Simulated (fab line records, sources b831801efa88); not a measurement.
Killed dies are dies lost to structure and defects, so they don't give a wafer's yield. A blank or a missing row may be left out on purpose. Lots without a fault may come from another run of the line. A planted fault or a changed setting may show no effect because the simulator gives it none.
fab line records | flow sky130
record lots=11 wafers=33 last_day=50
route steps=708 shown CAP2M@615 METAL4@630 VIA4@642 METAL5@676 PAD_OPEN@708
lots that met no fault: from a run of the same line without faults
start_h: hours from the record's first day to the start of the lot's first wafer shown | wait_h: hours since the lot's step before | " the same as in the row above | L1.1+2: a row that stands for several wafers | - no value, or no start given | * or withheld: withheld | < > ~ a bound
route shown NAME@n: a module of which the file shows steps, and the number in the route of the first | usual: mean/standard deviation of fault-free wafers | same: alike in all rows | chamber/n: place in a boat | sites: the reading at each site | _std_site: their standard deviation | _edge_site: outer sites' mean less inner sites' | radius_mm: how far each site lies from the wafer's centre | mask NAME#n: copy n | behind: the tool/chamber that last shaped the wafer | hold: why the lot was held/for how many hours/how that ended | device: the transistor (n, p or np) that didn't switch | end of line: the same wafers' tests at the end of the route | a step without rows: its recipe alone | killed: dies lost to structure and defects at the first sort, not the wafer's yield | map: a wafer's dies, x killed, . not, _ none there
set.NAME: the setting as run; set.NAME@STEP: as run at that earlier step | model.NAME: the simulator's own value behind a step, which no gauge read
steps of the route over a sample of lots; a table a step, a row a wafer
services: from which hour (start_h, from the record's first day; less than 0 if before it) a tool's chamber was out of use, for how many hours, and why
## steps
# step SKY_CAP2M_OVL_MEAS_12
# usual CAP2M_OVL=-1.6/1.4
# columns lot.wafer tool chamber start_h wait_h CAP2M_OVL[nm]
L167.1 overlay-02 - 963.68 0.1 -1.1
L167.2 " - " " -1.5
L167.3 " - " " -3.0
L169.1 overlay-01 - 981.52 0.1 -0.5
L169.3 " - " " -1.2
L169.6 " - " " -0.1
L170.4 overlay-01 - 986.58 0.1 -4.4
L170.5 " - " " -2.1
L170.6 " - " " -3.4
L171.2 overlay-02 - 999.39 0.1 -1.5
L171.3 " - " " -0.8
L171.4 " - " " -2.4
L181.2 overlay-01 - 1059.34 0.1 -2.5
L181.3 " - " " -2.7
L181.4 " - " " -3.8
L184.1 overlay-02 - 1067.46 0.1 -0.7
L184.5 " - " " -1.8
L184.6 " - " " -1.0
L183.1 overlay-01 - 1067.82 0.1 -2.9
L183.2 " - " " -1.5
L183.5 " - " " -1.8
L185.1 overlay-02 - 1080.74 0.1 -0.7
L185.3 " - " " -2.4
L185.5 " - " " -1.5
L186.1 overlay-01 - 1084.57 0.1 -1.5
L186.3 " - " " -0.5
L186.6 " - " " 0.2
L187.4 overlay-02 - 1090.68 0.1 -2.5
L187.5 " - " " -1.5
L187.6 " - " " -1.5
L188.1 overlay-02 - 1094.84 0.1 0.8
L188.2 " - " " 0.0
L188.4 " - " " -0.6
# step SKY_METAL4_OVL_MEAS_14
# usual METAL4_OVL=-1/6.4
# columns lot.wafer tool chamber start_h wait_h METAL4_OVL[nm]
L167.1 overlay-02 - 988.03 0.1 -7
L167.2 " - " " -5
L167.3 " - " " -4
L169.1 overlay-02 - 1005.91 0.1 -7
L169.3 " - " " -11
L169.6 " - " " -16
L170.4 overlay-01 - 1011.20 0.1 9
L170.5 " - " " 9
L170.6 " - " " 6
L171.2 overlay-01 - 1022.91 0.1 3
L171.3 " - " " -2
L171.4 " - " " -1
L181.2 overlay-02 - 1081.56 0.1 -3
L181.3 " - " " -6
L181.4 " - " " -2
L184.1 overlay-02 - 1089.33 0.1 8
L184.5 " - " " 11
L184.6 " - " " 8
L183.1 overlay-01 - 1090.81 0.1 -4
L183.2 " - " " 7
L183.5 " - " " -7
L185.1 overlay-02 - 1102.91 0.1 -3
L185.3 " - " " -5
L185.5 " - " " -13
L186.1 overlay-02 - 1106.18 0.1 7
L186.3 " - " " 4
L186.6 " - " " 10
L187.4 overlay-02 - 1112.60 0.1 -1
L187.5 " - " " -5
L187.6 " - " " 2
L188.1 overlay-01 - 1115.28 0.1 -1
L188.2 " - " " -1
L188.4 " - " " 3
# step SKY_VIA4_BOW_MEAS_03
# recipe mode=bow
# usual VIA4_BOW=81/9
# columns lot.wafer tool chamber start_h wait_h VIA4_BOW[um]
L167.1 film_metro-03 - 989.52 0.2 76
L167.2 " - " " 83
L167.3 " - " " 64
L169.1 film_metro-03 - 1007.40 0.2 75
L169.3 " - " " 74
L169.6 " - " " 84
L170.4 film_metro-03 - 1012.92 0.3 72
L170.5 " - " " 70
L170.6 " - " " 75
L171.2 film_metro-02 - 1024.63 0.3 88
L171.3 " - " " 93
L171.4 " - " " 97
L181.2 film_metro-02 - 1083.07 0.2 72
L181.3 " - " " 74
L181.4 " - " " 73
L184.1 film_metro-03 - 1091.00 0.1 97
L184.5 " - " " 93
L184.6 " - " " 85
L183.1 film_metro-03 - 1092.48 0.2 63
L183.2 " - " " 72
L183.5 " - " " 83
L185.1 film_metro-03 - 1104.48 0.2 85
L185.3 " - " " 95
L185.5 " - " " 96
L186.1 film_metro-02 - 1107.68 0.1 71
L186.3 " - " " 65
L186.6 " - " " 70
L187.4 film_metro-03 - 1114.14 0.3 67
L187.5 " - " " 71
L187.6 " - " " 71
L188.1 film_metro-02 - 1117.34 0.2 90
L188.2 " - " " 87
L188.4 " - " " 91
# step SKY_METAL5_METAL_ETCH_15
# recipe target_depth_a=12600 stop_on=SiO2 over_etch_frac=0.2 time_s=252 chemistry=Cl2/BCl3 resist_sidewall_deg=86 pressure_mtorr=10 icp_w=900 bias_w=48.5 Cl2_flow_sccm=60 bcl3_flow_sccm=30
# usual drypump_motor_current_A=5.6/0.57 oes_product_au=0.894/0.0052 over_etch_frac=0.2/0 throttle_valve_pct=22.264/0.0095
# columns lot.wafer tool chamber start_h wait_h drypump_motor_current_A oes_product_au over_etch_frac rf_hours_counter_h throttle_valve_pct
L167.1 rie_metal-01 1 1036.17 0.0 6.2 0.896 0.2 10 22.272
L167.2 " 0 " " 6.5 0.896 0.2 21 22.266
L167.3 " 0 " " 6.5 0.900 0.2 - 22.274
L169.1 rie_metal-04 1 1052.57 0.0 5.2 0.890 0.2 15 22.250
L169.3 " 1 " " 5.2 0.894 0.2 - 22.263
L169.6 " 1 " " 5.2 0.891 0.2 - 22.255
L170.4 rie_metal-04 1 1057.73 0.1 5.1 0.886 0.2 - 22.262
L170.5 " 1 " " 5.1 0.894 0.2 - 22.259
L170.6 " 0 " " 5.1 0.904 0.2 - 22.271
L171.2 rie_metal-01 0 1068.15 0.0 6.5 0.891 0.2 24 22.266
L171.3 " 0 " " 6.5 0.892 0.2 - 22.257
L171.4 " 1 " " 6.3 0.892 0.2 - 22.273
L181.2 rie_metal-02 1 1125.57 0.0 5.7 0.892 0.2 23 22.282
L181.3 " 1 " " 5.7 0.890 0.2 - 22.264
L181.4 " 0 " " 4.9 0.835 0.34468 - 22.272
L184.1 rie_metal-01 1 1133.02 0.0 6.2 0.892 0.2 17 22.263
L184.5 " 1 " " 6.3 0.890 0.2 - 22.267
L184.6 " 0 " " 6.5 0.902 0.2 - 22.257
L183.1 rie_metal-04 0 1134.40 0.0 5.1 0.892 0.2 20 22.280
L183.2 " 1 " " 5.1 0.889 0.2 22 22.251
L183.5 " 1 " " 5.1 0.901 0.2 - 22.250
L185.1 rie_metal-01 1 1144.90 0.0 6.2 0.892 0.2 18 22.258
L185.3 " 0 " " 6.5 0.892 0.2 - 22.254
L185.5 " 1 " " 6.2 0.897 0.2 - 22.251
L186.1 rie_metal-04 0 1148.95 0.0 5.1 0.896 0.2 21 22.268
L186.3 " 0 " " 5.1 0.891 0.2 - 22.262
L186.6 " 0 " " 5.1 0.891 0.2 - 22.271
L187.4 rie_metal-04 0 1154.65 0.1 5.1 0.891 0.2 - 22.275
L187.5 " 0 " " 5.1 0.899 0.2 - 22.283
L187.6 " 1 " " 5.1 0.901 0.2 - 22.263
L188.1 rie_metal-04 1 1157.30 0.0 5.1 0.901 0.2 24 22.269
L188.2 " 0 " " 5.1 0.879 0.2 22 22.261
L188.4 " 1 " " 5.1 0.898 0.2 - 22.266
# step SKY_METAL5_STRIP_16
# recipe chemistry=O2/N2 power_w=1400 pressure_mtorr=1500 platen_temp_c=withheld o2_flow_sccm=3000 n2_flow_sccm=300 overash_fraction=0.5
# usual drypump_motor_current_A=5.45/0.19 oes_product_au=0.710/0.0044 strip_time_to_endpoint_s=13.11/0.095
# columns lot.wafer tool chamber start_h wait_h drypump_motor_current_A oes_product_au rf_hours_counter_h strip_time_to_endpoint_s
L167.1 plasma_asher-03 1 1036.40 0.2 5.38 0.716 59 13.08
L167.2 " 0 " " 5.22 0.704 59 13.07
L167.3 " 1 " " 5.38 0.712 - 13.03
L169.1 plasma_asher-04 0 1052.80 0.2 5.44 0.717 120 13.24
L169.3 " 1 " " 5.82 0.705 - 13.19
L169.6 " 1 " " 5.81 0.710 - 13.10
L170.4 plasma_asher-03 0 1057.92 0.1 5.27 0.707 - 13.13
L170.5 " 1 " " 5.39 0.712 - 13.22
L170.6 " 0 " " 5.29 0.711 - 13.00
L171.2 plasma_asher-04 0 1068.38 0.2 5.38 0.707 0 12.88
L171.3 " 1 " " 5.81 0.698 - 12.99
L171.4 " 0 " " 5.41 0.715 - 13.10
L181.2 plasma_asher-01 0 1125.81 0.2 5.39 0.716 102 12.93
L181.3 " 1 " " 5.34 0.705 - 13.02
L181.4 " 0 " " 5.36 0.707 - 12.14
L184.1 plasma_asher-03 0 1133.26 0.2 5.27 0.713 68 13.12
L184.5 " 0 " " 5.25 0.707 - 13.01
L184.6 " 1 " " 5.40 0.709 - 13.06
L183.1 plasma_asher-03 1 1134.64 0.2 5.40 0.713 68 13.11
L183.2 " 0 " " 5.25 0.716 68 13.23
L183.5 " 1 " " 5.40 0.715 - 13.22
L185.1 plasma_asher-04 0 1145.14 0.2 5.41 0.712 8 13.04
L185.3 " 0 " " 5.41 0.704 - 13.22
L185.5 " 0 " " 5.44 0.710 - 13.06
L186.1 plasma_asher-04 0 1149.19 0.2 5.41 0.715 9 13.11
L186.3 " 1 " " 5.80 0.714 - 13.22
L186.6 " 0 " " 5.41 0.708 - 13.20
L187.4 plasma_asher-03 0 1154.84 0.1 5.27 0.710 - 13.03
L187.5 " 0 " " 5.27 0.713 - 13.00
L187.6 " 1 " " 5.39 0.709 - 13.16
L188.1 plasma_asher-04 1 1157.54 0.2 5.81 0.710 9 13.22
L188.2 " 0 " " 5.41 0.714 9 13.04
L188.4 " 1 " " 5.81 0.711 - 13.19
# step SKY_PAD_OPEN_PROBE_99
# usual defect_limited_yield=82.3/1.9 killed_at_M0_to_M3=43/7.4 killed_at_M4_up=3.3/2 killed_at_contacts=24/5.4 killed_at_front_end=16/4.2 killed_at_other=0.3/0.61 killed_dies=87/9.4 killed_on_rim=17/3.8 killed_open=47/7.3 killed_short=40/6.7 sort_bin_3_pad_short=0.9/0.43 sort_bin_5_function=10.4/1.4 sort_bin_6_memory=6.4/1.2 sort_n_pass=405/9.4 sort_yield_pct=82.3/1.9
# same gross_dies=492 killed_at_back_side=0 sort_bin_4_leakage[%]=0 sort_bin_8_speed[%]=0
# columns lot.wafer tool chamber start_h wait_h defect_limited_yield[%] killed_at_M0_to_M3 killed_at_M4_up killed_at_contacts killed_at_front_end killed_at_other killed_dies killed_on_rim killed_open killed_short sort_bin_3_pad_short[%] sort_bin_5_function[%] sort_bin_6_memory[%] sort_n_pass sort_yield_pct[%]
L167.1 prober-02 - 1083.05 0.1 80.7 47 7 28 13 0 95 24 48 47 0.4 10.4 8.5 397 80.7
L167.2 prober-02 - 1083.10 0.1 84.1 33 8 19 18 0 78 13 45 33 1.0 10.6 4.3 414 84.1
L167.3 prober-02 - 1083.15 0.2 84.1 40 3 23 12 0 78 17 43 34 0.8 10.4 4.7 414 84.1
L169.1 prober-02 - 1099.43 0.1 83.5 42 1 26 12 0 81 8 44 37 0.4 10.8 5.3 411 83.5
L169.3 prober-02 - 1099.53 0.2 82.9 51 0 15 18 0 84 17 53 31 0.4 10.0 6.7 408 82.9
L169.6 prober-02 - 1099.68 0.2 85.2 41 0 19 13 0 73 12 38 35 1.0 7.7 6.1 419 85.2
L170.4 prober-01 - 1104.28 0.2 80.3 49 3 28 16 1 97 16 48 47 0.8 13.2 5.7 395 80.3
L170.5 prober-01 - 1104.33 0.2 80.5 50 5 27 14 0 96 23 60 32 0.4 12.0 7.1 396 80.5
L170.6 prober-01 - 1104.38 0.2 80.3 45 4 36 12 0 97 15 58 36 0.8 13.8 5.1 395 80.3
L171.2 prober-02 - 1113.88 0.1 83.7 44 2 17 16 1 80 12 39 41 0.6 9.1 6.5 412 83.7
L171.3 prober-02 - 1113.93 0.2 83.3 29 3 33 17 0 82 13 41 40 0.6 10.8 5.3 410 83.3
L171.4 prober-02 - 1113.98 0.2 82.7 36 4 29 16 0 85 18 55 30 0.4 10.4 6.5 407 82.7
L181.2 prober-02 - 1167.08 0.1 79.9 50 5 22 21 1 99 24 55 43 1.4 12.6 6.1 393 79.9
L181.3 prober-02 - 1167.13 0.2 82.9 41 4 23 16 0 84 18 49 33 0.8 9.8 6.5 408 82.9
L181.4 prober-02 - 1167.18 0.2 81.7 53 2 18 14 3 90 18 52 34 0.8 10.4 7.1 402 81.7
L184.1 prober-02 - 1172.55 0.1 80.5 53 2 26 15 0 96 21 51 45 1.0 12.0 6.5 396 80.5
L184.5 prober-02 - 1172.75 0.2 78.5 48 5 26 26 1 106 22 52 54 1.6 14.2 5.7 386 78.5
L184.6 prober-02 - 1172.80 0.2 84.3 36 3 21 17 0 77 15 40 37 1.0 8.7 5.9 415 84.3
L183.1 prober-02 - 1175.32 0.1 82.3 43 5 19 20 0 87 13 46 41 0.8 11.0 5.9 405 82.3
L183.2 prober-02 - 1175.37 0.1 79.9 53 3 26 17 0 99 20 44 55 2.0 10.8 7.3 393 79.9
L183.5 prober-02 - 1175.52 0.2 82.7 46 1 27 11 0 85 18 42 42 0.2 10.4 6.7 407 82.7
L185.1 prober-01 - 1183.55 0.1 81.3 46 1 27 17 1 92 23 47 44 1.0 10.6 7.1 400 81.3
L185.3 prober-01 - 1183.65 0.2 81.7 48 4 24 14 0 90 16 46 44 1.6 10.8 5.9 402 81.7
L185.5 prober-01 - 1183.75 0.2 85.0 32 7 17 18 0 74 15 28 46 1.0 7.7 6.3 418 85.0
L186.1 prober-02 - 1187.33 0.1 86.0 28 1 26 14 0 69 14 42 26 0.8 7.1 6.1 423 86.0
L186.3 prober-02 - 1187.43 0.2 84.1 41 1 23 13 0 78 20 47 31 1.2 9.3 5.3 414 84.1
L186.6 prober-02 - 1187.58 0.2 80.7 40 3 28 24 0 95 20 56 37 0.4 11.4 7.5 397 80.7
L187.4 prober-01 - 1192.18 0.2 79.7 45 1 34 20 0 100 25 45 55 1.4 11.8 7.1 392 79.7
L187.5 prober-01 - 1192.23 0.2 82.3 44 4 25 14 0 87 13 42 45 1.2 8.3 8.1 405 82.3
L187.6 prober-01 - 1192.28 0.2 79.1 54 1 26 21 1 103 18 59 44 0.8 12.8 7.3 389 79.1
L188.1 prober-01 - 1193.74 0.1 85.0 36 3 17 18 0 74 11 39 34 1.2 8.5 5.3 418 85.0
L188.2 prober-01 - 1193.79 0.1 86.2 29 3 17 18 1 68 17 34 33 1.0 8.1 4.7 424 86.2
L188.4 prober-01 - 1193.89 0.2 82.5 38 3 25 20 0 86 13 35 51 1.4 8.7 7.3 406 82.5
# killed by level:class
L167.1 VIA1:geometric_particle:open=13 CONTACT:geometric_particle:open=8 METAL2:geometric_particle:short=8 VIA2:geometric_particle:open=7 CONTACT:geometric_particle:short=6 POLY_GATE:geometric_particle:short=5 LI_CONTACT:geometric_particle:short=5 METAL4:geometric_particle:short=5
L167.2 VIA2:geometric_particle:open=8 LI_CONTACT:geometric_particle:open=7 CONTACT:geometric_particle:open=7 FIELD_ISO:geometric_particle:open=6 VIA1:geometric_particle:open=6 FIELD_ISO:geometric_particle:short=5 METAL2:geometric_particle:short=5 METAL4:geometric_particle:short=5
L167.3 VIA1:geometric_particle:open=9 CONTACT:geometric_particle:open=7 VIA3:geometric_particle:short=7 LI_CONTACT:geometric_particle:open=6 VIA2:geometric_particle:open=6 FIELD_ISO:geometric_particle:short=5 CONTACT:geometric_particle:short=5 METAL1:geometric_particle:short=5
L169.1 CONTACT:geometric_particle:open=10 VIA1:geometric_particle:short=9 LI_CONTACT:geometric_particle:open=9 VIA1:geometric_particle:open=8 VIA2:geometric_particle:open=7 METAL2:geometric_particle:short=5 FIELD_ISO:geometric_particle:open=4 METAL3:geometric_particle:short=4
L169.3 VIA1:geometric_particle:open=17 VIA1:geometric_particle:short=10 FIELD_ISO:geometric_particle:open=7 VIA2:geometric_particle:open=7 CONTACT:geometric_particle:open=6 METAL2:geometric_particle:short=5 POLY_GATE:geometric_particle:open=4 VIA3:geometric_particle:open=4
L169.6 CONTACT:geometric_particle:open=13 VIA1:geometric_particle:short=6 METAL2:geometric_particle:short=6 VIA2:geometric_particle:short=6 METAL1:geometric_particle:short=5 VIA1:geometric_particle:open=5 POLY_GATE:geometric_particle:open=4 LI_CONTACT:geometric_particle:open=4
L170.4 METAL1:geometric_particle:short=10 LI_CONTACT:geometric_particle:open=7 CONTACT:geometric_particle:short=7 CONTACT:geometric_particle:open=7 METAL2:geometric_particle:short=7 VIA2:geometric_particle:open=7 VIA3:geometric_particle:open=6 VIA1:geometric_particle:open=5
L170.5 LI_CONTACT:geometric_particle:open=13 VIA1:geometric_particle:open=11 VIA3:geometric_particle:open=8 CONTACT:geometric_particle:open=7 FIELD_ISO:geometric_particle:open=6 METAL2:geometric_particle:short=6 METAL1:geometric_particle:short=6 CONTACT:geometric_particle:short=5
L170.6 LI_CONTACT:geometric_particle:open=14 CONTACT:geometric_particle:open=13 VIA1:geometric_particle:short=8 VIA1:geometric_particle:open=8 CONTACT:geometric_particle:short=6 METAL1:geometric_particle:short=5 VIA2:geometric_particle:open=5 FIELD_ISO:geometric_particle:open=4
L171.2 CONTACT:geometric_particle:open=9 METAL1:geometric_particle:short=8 METAL2:geometric_particle:short=8 VIA3:geometric_particle:open=6 VIA2:geometric_particle:open=5 FIELD_ISO:geometric_particle:short=4 VIA1:geometric_particle:short=4 VIA1:geometric_particle:open=4
L171.3 LI_CONTACT:geometric_particle:open=10 LI_CONTACT:geometric_particle:short=6 METAL2:geometric_particle:short=6 CONTACT:geometric_particle:short=6 CONTACT:geometric_particle:open=6 VIA1:geometric_particle:open=6 FIELD_ISO:geometric_particle:open=4 METAL1:geometric_particle:short=4
L171.4 VIA1:geometric_particle:open=12 CONTACT:geometric_particle:open=11 LI_CONTACT:geometric_particle:open=7 VIA2:geometric_particle:open=7 CONTACT:geometric_particle:short=5 POLY_GATE:geometric_particle:open=4 LI_CONTACT:geometric_particle:short=4 METAL1:geometric_particle:short=4
L181.2 VIA1:geometric_particle:open=21 CONTACT:geometric_particle:open=9 VIA1:geometric_particle:short=8 FIELD_ISO:geometric_particle:open=7 CONTACT:geometric_particle:short=6 METAL1:geometric_particle:short=6 POLY_GATE:geometric_particle:open=5 FIELD_ISO:geometric_particle:short=4
L181.3 CONTACT:geometric_particle:open=12 VIA1:geometric_particle:open=10 VIA2:geometric_particle:open=7 POLY_GATE:geometric_particle:open=6 FIELD_ISO:geometric_particle:open=5 CONTACT:geometric_particle:short=5 VIA1:geometric_particle:short=5 METAL1:geometric_particle:short=4
L181.4 VIA1:geometric_particle:open=16 METAL1:geometric_particle:short=9 CONTACT:geometric_particle:open=8 VIA2:geometric_particle:open=8 METAL2:geometric_particle:short=6 LI_CONTACT:geometric_particle:open=5 CONTACT:geometric_particle:short=4 FIELD_ISO:geometric_particle:open=3
L184.1 VIA1:geometric_particle:open=14 LI_CONTACT:geometric_particle:open=9 CONTACT:geometric_particle:open=8 VIA1:geometric_particle:short=6 METAL2:geometric_particle:short=6 POLY_GATE:geometric_particle:short=5 METAL1:geometric_particle:short=5 VIA2:geometric_particle:open=5
L184.5 VIA1:geometric_particle:open=12 CONTACT:geometric_particle:open=9 FIELD_ISO:geometric_particle:short=8 LI_CONTACT:geometric_particle:open=7 METAL2:geometric_particle:short=7 VIA3:geometric_particle:short=7 POLY_GATE:geometric_particle:short=6 METAL1:geometric_particle:short=6
L184.6 VIA1:geometric_particle:open=10 LI_CONTACT:geometric_particle:open=8 METAL2:geometric_particle:short=7 FIELD_ISO:geometric_particle:short=4 FIELD_ISO:geometric_particle:open=4 CONTACT:geometric_particle:open=4 VIA2:geometric_particle:open=4 CONTACT:geometric_particle:short=4
L183.1 VIA1:geometric_particle:open=9 FIELD_ISO:geometric_particle:short=6 METAL2:geometric_particle:short=6 LOCAL_INTERCONNECT:geometric_particle:short=6 VIA3:geometric_particle:open=6 POLY_GATE:geometric_particle:open=5 CONTACT:geometric_particle:open=5 FIELD_ISO:geometric_particle:open=4
L183.2 CONTACT:geometric_particle:open=10 METAL2:geometric_particle:short=9 VIA2:geometric_particle:open=8 VIA1:geometric_particle:short=8 FIELD_ISO:geometric_particle:short=7 VIA1:geometric_particle:open=7 VIA3:geometric_particle:open=7 LOCAL_INTERCONNECT:geometric_particle:short=6
L183.5 VIA1:geometric_particle:open=11 LI_CONTACT:geometric_particle:open=9 METAL1:geometric_particle:short=7 CONTACT:geometric_particle:open=7 VIA1:geometric_particle:short=6 CONTACT:geometric_particle:short=5 METAL2:geometric_particle:short=5 LOCAL_INTERCONNECT:geometric_particle:short=4
L185.1 LI_CONTACT:geometric_particle:open=10 METAL1:geometric_particle:short=9 VIA1:geometric_particle:open=8 VIA2:geometric_particle:open=7 CONTACT:geometric_particle:open=7 LOCAL_INTERCONNECT:geometric_particle:short=5 VIA3:geometric_particle:open=5 FIELD_ISO:geometric_particle:short=4
L185.3 VIA1:geometric_particle:open=13 VIA1:geometric_particle:short=10 LI_CONTACT:geometric_particle:open=8 CONTACT:geometric_particle:open=8 METAL2:geometric_particle:short=7 CONTACT:geometric_particle:short=5 VIA3:geometric_particle:open=4 FIELD_ISO:geometric_particle:short=3
L185.5 METAL2:geometric_particle:short=9 VIA2:geometric_particle:open=7 METAL4:geometric_particle:short=7 FIELD_ISO:geometric_particle:short=5 CONTACT:geometric_particle:short=5 CONTACT:geometric_particle:open=5 METAL1:geometric_particle:short=5 VIA1:geometric_particle:open=4
L186.1 CONTACT:geometric_particle:open=12 LI_CONTACT:geometric_particle:open=9 VIA1:geometric_particle:open=9 METAL2:geometric_particle:short=5 FIELD_ISO:geometric_particle:short=4 VIA2:geometric_particle:open=4 POLY_GATE:geometric_particle:short=3 CONTACT:geometric_particle:short=3
L186.3 VIA3:geometric_particle:open=11 VIA1:geometric_particle:open=8 CONTACT:geometric_particle:open=7 VIA2:geometric_particle:open=7 METAL2:geometric_particle:short=7 CONTACT:geometric_particle:short=6 LI_CONTACT:geometric_particle:open=4 FIELD_ISO:geometric_particle:short=3
L186.6 CONTACT:geometric_particle:open=12 FIELD_ISO:geometric_particle:open=10 VIA2:geometric_particle:open=9 LI_CONTACT:geometric_particle:open=6 VIA3:geometric_particle:open=6 VIA1:geometric_particle:open=6 CONTACT:geometric_particle:short=5 VIA2:geometric_particle:short=4
L187.4 LOCAL_INTERCONNECT:geometric_particle:short=10 CONTACT:geometric_particle:open=9 VIA1:geometric_particle:open=8 CONTACT:geometric_particle:short=7 VIA1:geometric_particle:short=7 POLY_GATE:geometric_particle:short=6 LI_CONTACT:geometric_particle:open=6 VIA2:geometric_particle:short=5
L187.5 VIA1:geometric_particle:short=10 VIA2:geometric_particle:open=9 CONTACT:geometric_particle:open=8 VIA1:geometric_particle:open=7 LOCAL_INTERCONNECT:geometric_particle:short=6 METAL2:geometric_particle:short=6 CONTACT:geometric_particle:short=5 FIELD_ISO:geometric_particle:open=4
L187.6 VIA1:geometric_particle:open=14 CONTACT:geometric_particle:open=13 VIA2:geometric_particle:open=8 POLY_GATE:geometric_particle:open=7 METAL1:geometric_particle:short=7 METAL2:geometric_particle:short=7 VIA3:geometric_particle:open=5 FIELD_ISO:geometric_particle:open=4
L188.1 VIA1:geometric_particle:open=8 FIELD_ISO:geometric_particle:open=6 VIA2:geometric_particle:open=6 LI_CONTACT:geometric_particle:open=6 METAL2:geometric_particle:short=5 FIELD_ISO:geometric_particle:short=4 POLY_GATE:geometric_particle:open=4 VIA1:geometric_particle:short=4
L188.2 VIA1:geometric_particle:open=8 CONTACT:geometric_particle:open=8 FIELD_ISO:geometric_particle:short=7 METAL1:geometric_particle:short=6 VIA3:geometric_particle:open=6 FIELD_ISO:geometric_particle:open=5 SPACER:geometric_particle:short=3 LOCAL_INTERCONNECT:geometric_particle:short=3
L188.4 CONTACT:geometric_particle:short=10 LI_CONTACT:geometric_particle:open=8 METAL1:geometric_particle:short=8 FIELD_ISO:geometric_particle:short=7 VIA1:geometric_particle:open=7 CONTACT:geometric_particle:open=6 VIA1:geometric_particle:short=6 VIA2:geometric_particle:short=5
## services
# columns tool chamber start_h hours kind
rie_metal-02 0 1023.51 12.7 repair
rie_metal-04 - 1025.21 0.5 repair
plasma_asher-04 - 1055.25 9.0 pm
plasma_asher-04 0 1055.25 9.0 vent_cycle
plasma_asher-04 1 1055.25 9.0 vent_cycle
plasma_asher-04 0 1064.25 - clean
plasma_asher-04 1 1064.25 - clean
plasma_asher-04 - 1083.20 3.8 repair
plasma_asher-04 - 1085.09 2.1 repair
rie_metal-01 0 1087.02 - clean
rie_metal-01 0 1087.02 12.1 scheduled_down
rie_metal-01 0 1087.02 12.1 vent_cycle
plasma_asher-03 - 1094.04 4.5 repair
rie_metal-02 0 1097.06 3.3 repair
plasma_asher-01 - 1103.63 2.1 repair
plasma_asher-04 - 1134.72 0.4 repair
rie_metal-02 0 1156.42 17.0 repair
## key
first_sign step=SKY_METAL5_METAL_ETCH_15 reading=over_etch_frac direction=up sigmas=99+ usual=0.2 struck=0.34468
effect step=SKY_METAL5_METAL_ETCH_15 reading=oes_product_au direction=down sigmas=11 usual=0.894 struck=0.835
effect step=SKY_METAL5_STRIP_16 reading=strip_time_to_endpoint_s direction=down sigmas=10 usual=* struck=*
met_at SKY_METAL5_METAL_ETCH_15
struck_lots L181
struck_wafers L181.4
not_acting_at SKY_CAP2M_OVL_MEAS_12,SKY_METAL4_OVL_MEAS_14,SKY_VIA4_BOW_MEAS_03
fault kind=process_parameter_drift tool=rie_metal-02 chamber=0 onset_h=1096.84 steps=SKY_METAL5_METAL_ETCH_15 channel=over_etch_frac offset=0.14468 shape=step end_h=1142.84 acts_in=these_recipes_only stated=0.2
